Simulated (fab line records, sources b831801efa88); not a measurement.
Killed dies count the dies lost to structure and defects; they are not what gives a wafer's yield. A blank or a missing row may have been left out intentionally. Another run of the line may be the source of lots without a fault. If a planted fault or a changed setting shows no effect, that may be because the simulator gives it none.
The same fault as seen by 2 desks ; flow sky130 ; what lay behind the numbers comes last; until then each desk has only its own

## DESK OF THE TOOL OWNER: litho-track-02
At SKY_SONOS_TUNNEL_SOFTBAKE_03 (time 60 s), the tool's own readings, given per lot that ran on this tool as the mean of the sampled wafers with a number. If a lot's mean is further than 4 standard deviations from the usual mean, the lot is out of limits and carries the mark OUT (the distance appears in the brackets).
Columns: A = heater-power-total-W at SKY_SONOS_TUNNEL_SOFTBAKE_03, usual 56.60 W; B = run-length-s at SKY_SONOS_TUNNEL_SOFTBAKE_03, usual 89.17 s
lot;first seen here;A;B
L767;day 11 09:19;56.63;89.14
L771;day 12 17:49;56.65;89.21
L776;day 14 05:44;56.63;89.22
L779;day 15 05:35;56.57;92.81 (+30) OUT
L778;day 15 06:49;56.61;92.98 (+32) OUT
L787;day 18 06:05;56.61;89.09
This desk finds L778, L779 out of limits, L779 being first, at day 15 05:35 (run-length-s at SKY_SONOS_TUNNEL_SOFTBAKE_03). L767, L771, L776, L787 stayed within limits.

## FROM THE METROLOGY DESK
What the gauges read, lot by lot, whatever tool the lot ran on: means of the sampled wafers that have a number. If a lot's mean is further than 4 standard deviations from the usual mean, the lot is out of limits and carries the mark OUT (the distance appears in the brackets).
Columns: A = VT_ADJUST_HVTR_TW at SKY_VT_ADJUST_HVTR_TW_MEAS_11, usual 210.4; B = VT_ADJUST_PCH_OVL at SKY_VT_ADJUST_PCH_OVL_MEAS_07, usual -0.5 nm
lot;first seen here;A;B
L767;day 9 23:19;210.6;-0.7
L769;day 10 16:15;211.2;-1.9
L771;day 11 06:14;208.5;-0.4
L772;day 11 10:49;208.6;2.5
L774;day 12 02:53;211.7;-1.2
L776;day 12 15:44;212.0;-1.2
L779;day 13 13:43;207.3;-1.1
L778;day 13 14:51;213.1;-0.8
L780;day 13 23:46;207.7;-1.9
L784;day 15 07:16;213.6;-2.4
L785;day 15 15:28;213.9;1.3
L787;day 16 10:04;212.5;-2.6
L788;day 16 15:34;208.4;0.3
This desk's finding: nothing out of limits on any of the 13 lots.

## TAKEN TOGETHER
At day 15 05:35, on L778, L779, the tool owner's desk was in a position to raise an alarm.
Metrology desk: nothing out of limits seen.
The metrology desk has L778, L779 on record, within its limits.
On litho-track-02, each named lot ran SKY_SONOS_TUNNEL_SOFTBAKE_03.

## WHAT THE SIMULATOR PUT IN
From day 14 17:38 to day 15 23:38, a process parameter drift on litho-track-02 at SKY_SONOS_TUNNEL_SOFTBAKE_03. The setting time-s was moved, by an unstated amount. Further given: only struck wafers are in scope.
Struck lots among those shown: L778, L779.
Time in hours from fault onset to the first out-of-limits reading at each desk: the tool owner's desk, 12.
